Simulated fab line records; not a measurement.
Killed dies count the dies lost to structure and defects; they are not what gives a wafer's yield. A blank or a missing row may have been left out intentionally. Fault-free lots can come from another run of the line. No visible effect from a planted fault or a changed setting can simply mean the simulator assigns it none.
The tool behind it: which one? / flow gf180mcu / 24 lots, 72 wafers sampled, at 6 steps of a route of 602

== WHAT THE GAUGES SHOWED, per wafer ==
GF_M4_THK_MEAS_06: measures by xrf.
lot=L074; measured=day 22 03:40; on=film_metro-03; M4_ALCU_THK (nm)=465 469 459
lot=L075; measured=day 22 19:19; on=film_metro-04; M4_ALCU_THK (nm)=466 472 463
lot=L076; measured=day 23 04:48; on=film_metro-04; M4_ALCU_THK (nm)=460 465 457
lot=L077; measured=day 23 09:14; on=film_metro-04; M4_ALCU_THK (nm)=466 469 469
lot=L078; measured=day 24 01:00; on=film_metro-03; M4_ALCU_THK (nm)=460 458 467
lot=L079; measured=day 24 07:13; on=film_metro-03; M4_ALCU_THK (nm)=461 461 458
lot=L080; measured=day 24 11:35; on=film_metro-04; M4_ALCU_THK (nm)=453 455 463
lot=L081; measured=day 25 07:29; on=film_metro-03; M4_ALCU_THK (nm)=456 457 459
lot=L082; measured=day 25 08:07; on=film_metro-02; M4_ALCU_THK (nm)=465 469 469
lot=L083; measured=day 25 12:23; on=film_metro-04; M4_ALCU_THK (nm)=465 465 460
lot=L084; measured=day 26 03:05; on=film_metro-04; M4_ALCU_THK (nm)=470 465 470
lot=L085; measured=day 26 09:55; on=film_metro-02; M4_ALCU_THK (nm)=463 464 466
lot=L086; measured=day 26 17:02; on=film_metro-02; M4_ALCU_THK (nm)=454 459 458
lot=L087; measured=day 26 23:35; on=film_metro-03; M4_ALCU_THK (nm)=471 465 470
lot=L088; measured=day 27 09:26; on=film_metro-04; M4_ALCU_THK (nm)=468 467 467
lot=L089; measured=day 27 16:20; on=film_metro-03; M4_ALCU_THK (nm)=467 463 467
lot=L090; measured=day 27 20:11; on=film_metro-04; M4_ALCU_THK (nm)=456 462 460
lot=L091; measured=day 28 05:03; on=film_metro-04; M4_ALCU_THK (nm)=451 455 454
lot=L092; measured=day 28 09:59; on=film_metro-04; M4_ALCU_THK (nm)=459 453 453
lot=L093; measured=day 28 16:19; on=film_metro-04; M4_ALCU_THK (nm)=452 461 453
lot=L094; measured=day 28 21:38; on=film_metro-03; M4_ALCU_THK (nm)=467 463 467
lot=L095; measured=day 29 06:14; on=film_metro-03; M4_ALCU_THK (nm)=458 461 457
lot=L096; measured=day 29 14:43; on=film_metro-03; M4_ALCU_THK (nm)=462 462 458
lot=L097; measured=day 29 20:09; on=film_metro-03; M4_ALCU_THK (nm)=472 473 473

GF_M5_CD_MEAS_07: the cd target is 280 nm.
lot=L074; measured=day 26 02:36; on=cd_sem-02; cd_nm (nm)=279.0 279.7 279.7
lot=L075; measured=day 26 14:51; on=cd_sem-01; cd_nm (nm)=277.4 279.0 279.0
lot=L076; measured=day 26 23:21; on=cd_sem-02; cd_nm (nm)=280.2 279.6 279.4
lot=L077; measured=day 27 03:52; on=cd_sem-01; cd_nm (nm)=279.5 279.1 280.9
lot=L078; measured=day 27 15:50; on=cd_sem-01; cd_nm (nm)=279.7 279.3 278.9
lot=L079; measured=day 27 22:43; on=cd_sem-01; cd_nm (nm)=279.2 279.8 279.5
lot=L080; measured=day 28 01:38; on=cd_sem-01; cd_nm (nm)=279.2 280.9 280.6
lot=L081; measured=day 28 20:05; on=cd_sem-01; cd_nm (nm)=280.1 279.2 280.5
lot=L082; measured=day 28 20:43; on=cd_sem-01; cd_nm (nm)=278.3 279.9 279.0
lot=L083; measured=day 29 00:57; on=cd_sem-02; cd_nm (nm)=279.8 280.0 278.9
lot=L084; measured=day 29 13:38; on=cd_sem-02; cd_nm (nm)=279.2 279.4 279.2
lot=L085; measured=day 29 20:56; on=cd_sem-02; cd_nm (nm)=279.5 279.9 280.3
lot=L086; measured=day 30 01:53; on=cd_sem-01; cd_nm (nm)=279.8 281.0 281.3
lot=L087; measured=day 30 07:56; on=cd_sem-02; cd_nm (nm)=282.0 282.2 281.9
lot=L088; measured=day 30 18:10; on=cd_sem-01; cd_nm (nm)=282.2 281.8 281.1
lot=L089; measured=day 30 23:09; on=cd_sem-01; cd_nm (nm)=279.1 279.0 280.1
lot=L090; measured=day 31 02:48; on=cd_sem-01; cd_nm (nm)=279.7 280.2 279.7
lot=L091; measured=day 31 11:39; on=cd_sem-01; cd_nm (nm)=281.9 281.2 280.9
lot=L092; measured=day 31 16:12; on=cd_sem-02; cd_nm (nm)=280.8 280.2 279.0
lot=L093; measured=day 31 19:47; on=cd_sem-01; cd_nm (nm)=279.2 278.3 278.5
lot=L094; measured=day 32 01:29; on=cd_sem-02; cd_nm (nm)=278.9 278.8 278.6
lot=L095; measured=day 32 09:35; on=cd_sem-02; cd_nm (nm)=280.1 278.9 279.5
lot=L096; measured=day 32 15:45; on=cd_sem-01; cd_nm (nm)=279.2 280.1 279.8
lot=L097; measured=day 32 20:20; on=cd_sem-02; cd_nm (nm)=277.8 277.8 278.2

GF_V5_THK_MEAS_01.
lot=L074; measured=day 26 03:47; on=film_metro-04; V5_CVD_00_THK (nm)=296 300 301
lot=L075; measured=day 26 15:41; on=film_metro-02; V5_CVD_00_THK (nm)=295 295 297
lot=L076; measured=day 27 00:19; on=film_metro-04; V5_CVD_00_THK (nm)=296 299 296
lot=L077; measured=day 27 04:44; on=film_metro-01; V5_CVD_00_THK (nm)=294 299 295
lot=L078; measured=day 27 16:43; on=film_metro-01; V5_CVD_00_THK (nm)=299 302 303
lot=L079; measured=day 27 23:34; on=film_metro-04; V5_CVD_00_THK (nm)=304 303 305
lot=L080; measured=day 28 02:31; on=film_metro-02; V5_CVD_00_THK (nm)=296 297 296
lot=L081; measured=day 28 20:56; on=film_metro-01; V5_CVD_00_THK (nm)=296 299 299
lot=L082; measured=day 28 21:35; on=film_metro-02; V5_CVD_00_THK (nm)=306 304 301
lot=L083; measured=day 29 01:50; on=film_metro-04; V5_CVD_00_THK (nm)=300 301 300
lot=L084; measured=day 29 14:31; on=film_metro-01; V5_CVD_00_THK (nm)=296 297 297
lot=L085; measured=day 29 21:47; on=film_metro-02; V5_CVD_00_THK (nm)=303 298 297
lot=L086; measured=day 30 02:47; on=film_metro-02; V5_CVD_00_THK (nm)=303 300 297
lot=L087; measured=day 30 08:48; on=film_metro-02; V5_CVD_00_THK (nm)=297 299 295
lot=L088; measured=day 30 19:02; on=film_metro-02; V5_CVD_00_THK (nm)=295 304 300
lot=L089; measured=day 31 00:01; on=film_metro-02; V5_CVD_00_THK (nm)=297 297 300
lot=L090; measured=day 31 03:40; on=film_metro-04; V5_CVD_00_THK (nm)=295 299 298
lot=L091; measured=day 31 12:31; on=film_metro-04; V5_CVD_00_THK (nm)=299 298 299
lot=L092; measured=day 31 17:08; on=film_metro-02; V5_CVD_00_THK (nm)=298 301 299
lot=L093; measured=day 31 20:41; on=film_metro-01; V5_CVD_00_THK (nm)=298 293 297
lot=L094; measured=day 32 02:23; on=film_metro-01; V5_CVD_00_THK (nm)=300 307 301
lot=L095; measured=day 32 10:27; on=film_metro-02; V5_CVD_00_THK (nm)=289 297 297
lot=L096; measured=day 32 16:37; on=film_metro-01; V5_CVD_00_THK (nm)=304 303 305
lot=L097; measured=day 32 21:14; on=film_metro-04; V5_CVD_00_THK (nm)=302 303 299

== WHICH TOOL RAN EACH LOT (tool, then ch and the chambers of the sampled wafers, then the start) ==
lot=L074; GF_M4_SPUTTER_03=pvd_sputter-01, day 22 03:27; GF_M4_STRIP_17=plasma_asher-04 ch 0,1, day 23 03:59; GF_M5_ETCH_09=rie_diel-01 ch 2,3, day 26 02:42
lot=L075; GF_M4_SPUTTER_03=pvd_sputter-01, day 22 19:06; GF_M4_STRIP_17=plasma_asher-04 ch 0,1, day 23 18:44; GF_M5_ETCH_09=rie_diel-03 ch 0,3, day 26 14:57
lot=L076; GF_M4_SPUTTER_03=pvd_sputter-01, day 23 04:37; GF_M4_STRIP_17=plasma_asher-03 ch 0,1, day 24 04:15; GF_M5_ETCH_09=rie_diel-01 ch 1,2,3, day 26 23:29
lot=L077; GF_M4_SPUTTER_03=pvd_sputter-04, day 23 09:03; GF_M4_STRIP_17=plasma_asher-01 ch 0,1, day 24 08:38; GF_M5_ETCH_09=rie_diel-01 ch 1,3, day 27 04:01
lot=L078; GF_M4_SPUTTER_03=pvd_sputter-02, day 24 00:49; GF_M4_STRIP_17=plasma_asher-03 ch 0, day 24 22:30; GF_M5_ETCH_09=rie_diel-03 ch 0,2,3, day 27 15:59
lot=L079; GF_M4_SPUTTER_03=pvd_sputter-02, day 24 07:01; GF_M4_STRIP_17=plasma_asher-04 ch 0,1, day 25 05:30; GF_M5_ETCH_09=rie_diel-03 ch 0,2, day 27 22:51
lot=L080; GF_M4_SPUTTER_03=pvd_sputter-01, day 24 11:24; GF_M4_STRIP_17=plasma_asher-01 ch 0, day 25 09:29; GF_M5_ETCH_09=rie_diel-03 ch 0,3, day 28 01:48
lot=L081; GF_M4_SPUTTER_03=pvd_sputter-04, day 25 07:14; GF_M4_STRIP_17=plasma_asher-01 ch 0,1, day 26 04:20; GF_M5_ETCH_09=rie_diel-01 ch 0,1, day 28 20:12
lot=L082; GF_M4_SPUTTER_03=pvd_sputter-02, day 25 07:56; GF_M4_STRIP_17=plasma_asher-01 ch 0,1, day 26 05:36; GF_M5_ETCH_09=rie_diel-03 ch 0,1, day 28 20:52
lot=L083; GF_M4_SPUTTER_03=pvd_sputter-01, day 25 12:12; GF_M4_STRIP_17=plasma_asher-03 ch 0,1, day 26 09:13; GF_M5_ETCH_09=rie_diel-01 ch 0,3, day 29 01:07
lot=L084; GF_M4_SPUTTER_03=pvd_sputter-02, day 26 02:54; GF_M4_STRIP_17=plasma_asher-04 ch 1, day 26 23:47; GF_M5_ETCH_09=rie_diel-01 ch 1,2, day 29 13:48
lot=L085; GF_M4_SPUTTER_03=pvd_sputter-02, day 26 09:43; GF_M4_STRIP_17=plasma_asher-03 ch 0,1, day 27 06:47; GF_M5_ETCH_09=rie_diel-03 ch 1,2,3, day 29 21:04
lot=L086; GF_M4_SPUTTER_03=pvd_sputter-01, day 26 16:51; GF_M4_STRIP_17=plasma_asher-03 ch 1, day 27 13:09; GF_M5_ETCH_09=rie_diel-03 ch 1,2,3, day 30 02:03
lot=L087; GF_M4_SPUTTER_03=pvd_sputter-04, day 26 23:24; GF_M4_STRIP_17=plasma_asher-03 ch 0,1, day 27 19:49; GF_M5_ETCH_09=rie_diel-03 ch 0,1,3, day 30 08:05
lot=L088; GF_M4_SPUTTER_03=pvd_sputter-02, day 27 09:15; GF_M4_STRIP_17=plasma_asher-03 ch 0,1, day 28 05:49; GF_M5_ETCH_09=rie_diel-01 ch 0,3, day 30 18:18
lot=L089; GF_M4_SPUTTER_03=pvd_sputter-02, day 27 16:08; GF_M4_STRIP_17=plasma_asher-04 ch 0,1, day 28 12:08; GF_M5_ETCH_09=rie_diel-03 ch 0,1,2, day 30 23:17
lot=L090; GF_M4_SPUTTER_03=pvd_sputter-04, day 27 20:00; GF_M4_STRIP_17=plasma_asher-04 ch 0,1, day 28 16:12; GF_M5_ETCH_09=rie_diel-04 ch 0,1,2, day 31 02:56
lot=L091; GF_M4_SPUTTER_03=pvd_sputter-01, day 28 04:52; GF_M4_STRIP_17=plasma_asher-03 ch 1, day 29 01:23; GF_M5_ETCH_09=rie_diel-03 ch 0,1, day 31 11:47
lot=L092; GF_M4_SPUTTER_03=pvd_sputter-01, day 28 09:46; GF_M4_STRIP_17=plasma_asher-03 ch 0,1, day 29 05:23; GF_M5_ETCH_09=rie_diel-04 ch 0,1,2, day 31 16:19
lot=L093; GF_M4_SPUTTER_03=pvd_sputter-04, day 28 16:07; GF_M4_STRIP_17=plasma_asher-01 ch 0,1, day 29 11:43; GF_M5_ETCH_09=rie_diel-03 ch 0,3, day 31 19:55
lot=L094; GF_M4_SPUTTER_03=pvd_sputter-04, day 28 21:27; GF_M4_STRIP_17=plasma_asher-03 ch 0,1, day 29 16:58; GF_M5_ETCH_09=rie_diel-04 ch 0,2, day 32 01:38
lot=L095; GF_M4_SPUTTER_03=pvd_sputter-01, day 29 06:03; GF_M4_STRIP_17=plasma_asher-03 ch 0,1, day 30 01:38; GF_M5_ETCH_09=rie_diel-01 ch 1,2,3, day 32 09:44
lot=L096; GF_M4_SPUTTER_03=pvd_sputter-02, day 29 14:32; GF_M4_STRIP_17=plasma_asher-01 ch 0,1, day 30 09:04; GF_M5_ETCH_09=rie_diel-04 ch 0,1,3, day 32 15:53
lot=L097; GF_M4_SPUTTER_03=pvd_sputter-04, day 29 19:58; GF_M4_STRIP_17=plasma_asher-04 ch 0,1, day 30 14:41; GF_M5_ETCH_09=rie_diel-03 ch 0,1,2, day 32 20:30
- GF_M4_SPUTTER_03: material Ti, target thk 10 nm, time 6.7 s.
- GF_M4_STRIP_17: strips in O2/N2.
- GF_M5_ETCH_09: etches Si3N4 in CF4/O2, target depth 52 nm, time 11.6 s.

== WHAT THE TOOLS THEMSELVES READ (means of the sampled wafers that have a number; where no wafer has one, the mark that the record gives instead) ==
GF_M4_SPUTTER_03.
lot=L074; tool=pvd_sputter-01; chamber_pressure_pa (Pa)=0.2995; throttle_valve_pct (%)=30.0
lot=L075; tool=pvd_sputter-01; chamber_pressure_pa (Pa)=0.2997; throttle_valve_pct (%)=28.9
lot=L076; tool=pvd_sputter-01; chamber_pressure_pa (Pa)=0.3002; throttle_valve_pct (%)=29.3
lot=L077; tool=pvd_sputter-04; chamber_pressure_pa (Pa)=0.3004; throttle_valve_pct (%)=30.2
lot=L078; tool=pvd_sputter-02; chamber_pressure_pa (Pa)=0.3002; throttle_valve_pct (%)=30.2
lot=L079; tool=pvd_sputter-02; chamber_pressure_pa (Pa)=0.2995; throttle_valve_pct (%)=30.2
lot=L080; tool=pvd_sputter-01; chamber_pressure_pa (Pa)=0.2996; throttle_valve_pct (%)=28.9
lot=L081; tool=pvd_sputter-04; chamber_pressure_pa (Pa)=0.2999; throttle_valve_pct (%)=30.7
lot=L082; tool=pvd_sputter-02; chamber_pressure_pa (Pa)=0.2995; throttle_valve_pct (%)=29.7
lot=L083; tool=pvd_sputter-01; chamber_pressure_pa (Pa)=0.2996; throttle_valve_pct (%)=28.9
lot=L084; tool=pvd_sputter-02; chamber_pressure_pa (Pa)=0.2997; throttle_valve_pct (%)=30.3
lot=L085; tool=pvd_sputter-02; chamber_pressure_pa (Pa)=0.2997; throttle_valve_pct (%)=30.2
lot=L086; tool=pvd_sputter-01; chamber_pressure_pa (Pa)=0.3008; throttle_valve_pct (%)=28.8
lot=L087; tool=pvd_sputter-04; chamber_pressure_pa (Pa)=0.3000; throttle_valve_pct (%)=29.9
lot=L088; tool=pvd_sputter-02; chamber_pressure_pa (Pa)=0.3007; throttle_valve_pct (%)=29.8
lot=L089; tool=pvd_sputter-02; chamber_pressure_pa (Pa)=0.2998; throttle_valve_pct (%)=29.6
lot=L090; tool=pvd_sputter-04; chamber_pressure_pa (Pa)=0.3002; throttle_valve_pct (%)=30.1
lot=L091; tool=pvd_sputter-01; chamber_pressure_pa (Pa)=0.3000; throttle_valve_pct (%)=28.9
lot=L092; tool=pvd_sputter-01; chamber_pressure_pa (Pa)=0.3003; throttle_valve_pct (%)=28.9
lot=L093; tool=pvd_sputter-04; chamber_pressure_pa (Pa)=0.2998; throttle_valve_pct (%)=29.1
lot=L094; tool=pvd_sputter-04; chamber_pressure_pa (Pa)=0.3001; throttle_valve_pct (%)=30.2
lot=L095; tool=pvd_sputter-01; chamber_pressure_pa (Pa)=0.3000; throttle_valve_pct (%)=28.8
lot=L096; tool=pvd_sputter-02; chamber_pressure_pa (Pa)=0.2996; throttle_valve_pct (%)=29.6
lot=L097; tool=pvd_sputter-04; chamber_pressure_pa (Pa)=0.2995; throttle_valve_pct (%)=31.0

GF_M4_STRIP_17.
lot=L074; tool=plasma_asher-04; drypump_motor_current_A (A)=6.06; heater_power_w (W)=369; o2_flow_sccm (sccm)=3004; oes_product_au (a.u.)=0.552; strip_time_to_endpoint_s (s)=7.92
lot=L075; tool=plasma_asher-04; drypump_motor_current_A (A)=5.93; heater_power_w (W)=374; o2_flow_sccm (sccm)=2994; oes_product_au (a.u.)=0.557; strip_time_to_endpoint_s (s)=7.87
lot=L076; tool=plasma_asher-03; drypump_motor_current_A (A)=5.71; heater_power_w (W)=326; o2_flow_sccm (sccm)=3010; oes_product_au (a.u.)=0.559; strip_time_to_endpoint_s (s)=7.91
lot=L077; tool=plasma_asher-01; drypump_motor_current_A (A)=5.62; heater_power_w (W)=367; o2_flow_sccm (sccm)=3004; oes_product_au (a.u.)=0.559; strip_time_to_endpoint_s (s)=7.94
lot=L078; tool=plasma_asher-03; drypump_motor_current_A (A)=5.45; heater_power_w (W)=319; o2_flow_sccm (sccm)=3010; oes_product_au (a.u.)=0.554; strip_time_to_endpoint_s (s)=7.86
lot=L079; tool=plasma_asher-04; drypump_motor_current_A (A)=6.06; heater_power_w (W)=367; o2_flow_sccm (sccm)=3001; oes_product_au (a.u.)=0.554; strip_time_to_endpoint_s (s)=7.79
lot=L080; tool=plasma_asher-01; drypump_motor_current_A (A)=5.79; heater_power_w (W)=377; o2_flow_sccm (sccm)=2996; oes_product_au (a.u.)=0.557; strip_time_to_endpoint_s (s)=7.83
lot=L081; tool=plasma_asher-01; drypump_motor_current_A (A)=5.46; heater_power_w (W)=350; o2_flow_sccm (sccm)=2999; oes_product_au (a.u.)=0.554; strip_time_to_endpoint_s (s)=7.90
lot=L082; tool=plasma_asher-01; drypump_motor_current_A (A)=5.64; heater_power_w (W)=363; o2_flow_sccm (sccm)=3002; oes_product_au (a.u.)=0.561; strip_time_to_endpoint_s (s)=7.90
lot=L083; tool=plasma_asher-03; drypump_motor_current_A (A)=5.73; heater_power_w (W)=328; o2_flow_sccm (sccm)=3002; oes_product_au (a.u.)=0.560; strip_time_to_endpoint_s (s)=7.90
lot=L084; tool=plasma_asher-04; drypump_motor_current_A (A)=5.85; heater_power_w (W)=379; o2_flow_sccm (sccm)=2990; oes_product_au (a.u.)=0.556; strip_time_to_endpoint_s (s)=7.86
lot=L085; tool=plasma_asher-03; drypump_motor_current_A (A)=5.71; heater_power_w (W)=328; o2_flow_sccm (sccm)=2989; oes_product_au (a.u.)=0.558; strip_time_to_endpoint_s (s)=7.93
lot=L086; tool=plasma_asher-03; drypump_motor_current_A (A)=5.85; heater_power_w (W)=333; o2_flow_sccm (sccm)=3011; oes_product_au (a.u.)=0.553; strip_time_to_endpoint_s (s)=7.82
lot=L087; tool=plasma_asher-03; drypump_motor_current_A (A)=5.60; heater_power_w (W)=322; o2_flow_sccm (sccm)=2996; oes_product_au (a.u.)=0.561; strip_time_to_endpoint_s (s)=7.92
lot=L088; tool=plasma_asher-03; drypump_motor_current_A (A)=5.57; heater_power_w (W)=325; o2_flow_sccm (sccm)=3003; oes_product_au (a.u.)=0.559; strip_time_to_endpoint_s (s)=7.84
lot=L089; tool=plasma_asher-04; drypump_motor_current_A (A)=6.07; heater_power_w (W)=368; o2_flow_sccm (sccm)=2992; oes_product_au (a.u.)=0.553; strip_time_to_endpoint_s (s)=7.79
lot=L090; tool=plasma_asher-04; drypump_motor_current_A (A)=6.04; heater_power_w (W)=370; o2_flow_sccm (sccm)=3005; oes_product_au (a.u.)=0.561; strip_time_to_endpoint_s (s)=7.91
lot=L091; tool=plasma_asher-03; drypump_motor_current_A (A)=5.86; heater_power_w (W)=330; o2_flow_sccm (sccm)=3007; oes_product_au (a.u.)=0.560; strip_time_to_endpoint_s (s)=7.94
lot=L092; tool=plasma_asher-03; drypump_motor_current_A (A)=5.61; heater_power_w (W)=315; o2_flow_sccm (sccm)=2986; oes_product_au (a.u.)=0.552; strip_time_to_endpoint_s (s)=7.85
lot=L093; tool=plasma_asher-01; drypump_motor_current_A (A)=5.47; heater_power_w (W)=350; o2_flow_sccm (sccm)=2997; oes_product_au (a.u.)=0.557; strip_time_to_endpoint_s (s)=7.96
lot=L094; tool=plasma_asher-03; drypump_motor_current_A (A)=5.59; heater_power_w (W)=321; o2_flow_sccm (sccm)=3011; oes_product_au (a.u.)=0.554; strip_time_to_endpoint_s (s)=7.95
lot=L095; tool=plasma_asher-03; drypump_motor_current_A (A)=5.59; heater_power_w (W)=324; o2_flow_sccm (sccm)=2992; oes_product_au (a.u.)=0.559; strip_time_to_endpoint_s (s)=7.83
lot=L096; tool=plasma_asher-01; drypump_motor_current_A (A)=5.64; heater_power_w (W)=357; o2_flow_sccm (sccm)=3013; oes_product_au (a.u.)=0.554; strip_time_to_endpoint_s (s)=7.83
lot=L097; tool=plasma_asher-04; drypump_motor_current_A (A)=5.94; heater_power_w (W)=368; o2_flow_sccm (sccm)=3004; oes_product_au (a.u.)=0.564; strip_time_to_endpoint_s (s)=7.95

GF_M5_ETCH_09.
lot=L074; tool=rie_diel-01; cf4_flow_sccm (sccm)=80.32; drypump_motor_current_A (A)=6.5; oes_product_au (a.u.)=1.010; throttle_valve_pct (%)=5.973
lot=L075; tool=rie_diel-03; cf4_flow_sccm (sccm)=79.93; drypump_motor_current_A (A)=6.5; oes_product_au (a.u.)=0.991; throttle_valve_pct (%)=5.964
lot=L076; tool=rie_diel-01; cf4_flow_sccm (sccm)=80.02; drypump_motor_current_A (A)=6.3; oes_product_au (a.u.)=1.004; throttle_valve_pct (%)=5.969
lot=L077; tool=rie_diel-01; cf4_flow_sccm (sccm)=80.09; drypump_motor_current_A (A)=6.1; oes_product_au (a.u.)=1.004; throttle_valve_pct (%)=5.974
lot=L078; tool=rie_diel-03; cf4_flow_sccm (sccm)=79.89; drypump_motor_current_A (A)=6.2; oes_product_au (a.u.)=0.994; throttle_valve_pct (%)=5.966
lot=L079; tool=rie_diel-03; cf4_flow_sccm (sccm)=80.17; drypump_motor_current_A (A)=6.2; oes_product_au (a.u.)=0.985; throttle_valve_pct (%)=5.975
lot=L080; tool=rie_diel-03; cf4_flow_sccm (sccm)=79.86; drypump_motor_current_A (A)=6.4; oes_product_au (a.u.)=0.991; throttle_valve_pct (%)=5.969
lot=L081; tool=rie_diel-01; cf4_flow_sccm (sccm)=80.02; drypump_motor_current_A (A)=6.0; oes_product_au (a.u.)=1.010; throttle_valve_pct (%)=5.974
lot=L082; tool=rie_diel-03; cf4_flow_sccm (sccm)=80.27; drypump_motor_current_A (A)=6.2; oes_product_au (a.u.)=0.991; throttle_valve_pct (%)=5.968
lot=L083; tool=rie_diel-01; cf4_flow_sccm (sccm)=80.00; drypump_motor_current_A (A)=6.4; oes_product_au (a.u.)=1.002; throttle_valve_pct (%)=5.964
lot=L084; tool=rie_diel-01; cf4_flow_sccm (sccm)=79.92; drypump_motor_current_A (A)=6.2; oes_product_au (a.u.)=1.002; throttle_valve_pct (%)=5.972
lot=L085; tool=rie_diel-03; cf4_flow_sccm (sccm)=80.00; drypump_motor_current_A (A)=6.0; oes_product_au (a.u.)=0.994; throttle_valve_pct (%)=5.973
lot=L086; tool=rie_diel-03; cf4_flow_sccm (sccm)=80.00; drypump_motor_current_A (A)=6.0; oes_product_au (a.u.)=0.995; throttle_valve_pct (%)=5.969
lot=L087; tool=rie_diel-03; cf4_flow_sccm (sccm)=80.02; drypump_motor_current_A (A)=6.3; oes_product_au (a.u.)=0.997; throttle_valve_pct (%)=5.969
lot=L088; tool=rie_diel-01; cf4_flow_sccm (sccm)=80.04; drypump_motor_current_A (A)=6.5; oes_product_au (a.u.)=1.008; throttle_valve_pct (%)=5.970
lot=L089; tool=rie_diel-03; cf4_flow_sccm (sccm)=79.94; drypump_motor_current_A (A)=6.0; oes_product_au (a.u.)=0.992; throttle_valve_pct (%)=5.964
lot=L090; tool=rie_diel-04; cf4_flow_sccm (sccm)=79.92; drypump_motor_current_A (A)=5.6; oes_product_au (a.u.)=0.998; throttle_valve_pct (%)=5.966
lot=L091; tool=rie_diel-03; cf4_flow_sccm (sccm)=80.08; drypump_motor_current_A (A)=6.3; oes_product_au (a.u.)=0.993; throttle_valve_pct (%)=5.969
lot=L092; tool=rie_diel-04; cf4_flow_sccm (sccm)=80.37; drypump_motor_current_A (A)=5.7; oes_product_au (a.u.)=0.996; throttle_valve_pct (%)=5.970
lot=L093; tool=rie_diel-03; cf4_flow_sccm (sccm)=79.79; drypump_motor_current_A (A)=6.5; oes_product_au (a.u.)=0.996; throttle_valve_pct (%)=5.971
lot=L094; tool=rie_diel-04; cf4_flow_sccm (sccm)=80.19; drypump_motor_current_A (A)=5.5; oes_product_au (a.u.)=0.992; throttle_valve_pct (%)=5.969
lot=L095; tool=rie_diel-01; cf4_flow_sccm (sccm)=79.92; drypump_motor_current_A (A)=6.3; oes_product_au (a.u.)=1.004; throttle_valve_pct (%)=5.979
lot=L096; tool=rie_diel-04; cf4_flow_sccm (sccm)=80.01; drypump_motor_current_A (A)=5.3; oes_product_au (a.u.)=0.997; throttle_valve_pct (%)=5.968
lot=L097; tool=rie_diel-03; cf4_flow_sccm (sccm)=79.80; drypump_motor_current_A (A)=6.0; oes_product_au (a.u.)=0.983; throttle_valve_pct (%)=5.966

== THE ANSWER, worked out from the rows above alone ==
Rule: the usual values come from the lots themselves. Put in order of their means at a reading, lots are off if they are a third of the lots or fewer, leave a main group of 4 or more, and stand apart from it by a gap of 3 or more times the standard deviation of the main group's means; of several such gaps the widest counts. The tables above print the reading to a certain number of digits; a main group whose means all agree to those digits is not used. Also off: a lot with no number at a reading for which 4 or more lots have one. All remaining lots with rows at the step are treated as sound. The gauges are gone through in route order, then the tools' own readings, and for those a lot's mean is taken as printed above. At the first step where some lot is off, the reading lying furthest off is the one used; lots without a number count as furthest.
No lot is off on any of the readings shown, so nothing can be concluded from this.

== WHAT THE SIMULATOR HAD INSERTED ==
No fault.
